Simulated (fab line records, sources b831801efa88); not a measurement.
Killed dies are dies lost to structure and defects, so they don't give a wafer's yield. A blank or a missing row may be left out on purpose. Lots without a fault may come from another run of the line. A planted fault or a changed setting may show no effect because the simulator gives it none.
Split-lot experiment | flow sfq_line | 5 lots, 23 wafers read, on a route of 325 steps

THE SPLIT
At SFQ_TRILAYER_I5_LITHO_PEB_147 (peb time 60 s), the setting peb_time_s was moved away from the recipe's 60 s on 10 of the 23 wafers read, by -10.4% to +14.1%. The other wafers ran this setting at the recipe's value.

FROM THE SPLIT TO THE READING: what the file shows between them, 1 step
- SFQ_TRILAYER_I5_LITHO_DEVELOP_146: time 60 s

THE READING
I5.cd_nm (the simulator's own value, which no gauge read), in nm, at SFQ_TRILAYER_I5_BARC_OPEN_VIA_ETCH_200 (etches BARC in O2, target depth 125 nm, time 41.7 s). The file gives no usual value for it. The 13 wafers here that ran the recipe average 700.1 nm, standard deviation 1.4 nm.

wafer  | tool, chamber at the split | peb_time_s as run, s | against the recipe | I5.cd_nm, nm | against lot-mates on the recipe
L074.2 | litho_track-04, 0          | 60                   | recipe             | 698.8        | -
L074.4 | litho_track-04, 0          | 60                   | recipe             | 699.9        | -
L074.5 | litho_track-04, 0          | 60                   | recipe             | 699.4        | -
L076.2 | litho_track-04, 0          | 53.78                | -10.4%             | 683.7        | -15.6
L076.3 | litho_track-04, 0          | 53.78                | -10.4%             | 683.5        | -15.8
L076.4 | litho_track-04, 0          | 60                   | recipe             | 697.7        | -
L076.5 | litho_track-04, 0          | 60                   | recipe             | 700.2        | -
L076.6 | litho_track-04, 0          | 60                   | recipe             | 700          | -
L078.1 | litho_track-01, 0          | 60                   | recipe             | 702.2        | -
L078.2 | litho_track-01, 0          | 68.47                | +14.1%             | 719.1        | +17.2
L078.3 | litho_track-01, 0          | 68.47                | +14.1%             | 719          | +17.1
L078.4 | litho_track-01, 0          | 60                   | recipe             | 701          | -
L078.5 | litho_track-01, 0          | 60                   | recipe             | 702.6        | -
L080.2 | litho_track-04, 0          | 67.33                | +12.2%             | 715          | +14.6
L080.3 | litho_track-04, 0          | 60                   | recipe             | 700.2        | -
L080.4 | litho_track-04, 0          | 67.33                | +12.2%             | 716.8        | +16.4
L080.5 | litho_track-04, 0          | 60                   | recipe             | 700.6        | -
L080.6 | litho_track-04, 0          | 67.33                | +12.2%             | 716.1        | +15.7
L083.1 | litho_track-01, 0          | 60                   | recipe             | 698.1        | -
L083.3 | litho_track-01, 0          | 60                   | recipe             | 701.1        | -
L083.4 | litho_track-01, 0          | 66.46                | +10.8%             | 714.4        | +14.8
L083.5 | litho_track-01, 0          | 66.46                | +10.8%             | 711.9        | +12.3
L083.6 | litho_track-01, 0          | 66.46                | +10.8%             | 713.5        | +13.9

THE FIT
A straight line over all 23 wafers: I5.cd_nm changes by +1.37 nm for each +1% of peb_time_s; r = +0.99; the points scatter about the line by 1.4 nm.
The same after taking each lot's own level away (the mean of its wafers on the recipe; 23 wafers): +1.32 nm for each +1%; r = +0.99; scatter 1.1 nm.
On that fit, the largest move of peb_time_s shifts the reading by 19 nm.
The lots' own levels span 699.30 to 701.93 nm, that is 1.9 times the standard deviation above.
So the lot-to-lot level changes the slope little: the two slopes agree.
Check: with one of the wafers moved furthest among these (+14.1%) left out of the fit, the line predicts +18.3 nm for it against its lot-mates. It came out at +17.2 nm against them.

OTHER SPLITS ON THESE WAFERS
These wafers also went through other splits before the reading. Each is held against what the fit with the lots' levels taken away leaves over:
other split on the same wafers             | wafers away from the commonest value | r with I5.cd_nm (lot level and that fit taken away)
SFQ_TRILAYER_R5_ETCH_METAL_ETCH_139 bias_w | 6                                    | -0.05

THE FILE'S OWN FIT
I5.cd_nm changes by +1.3 nm for each +1% of peb_time_s, r = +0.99.
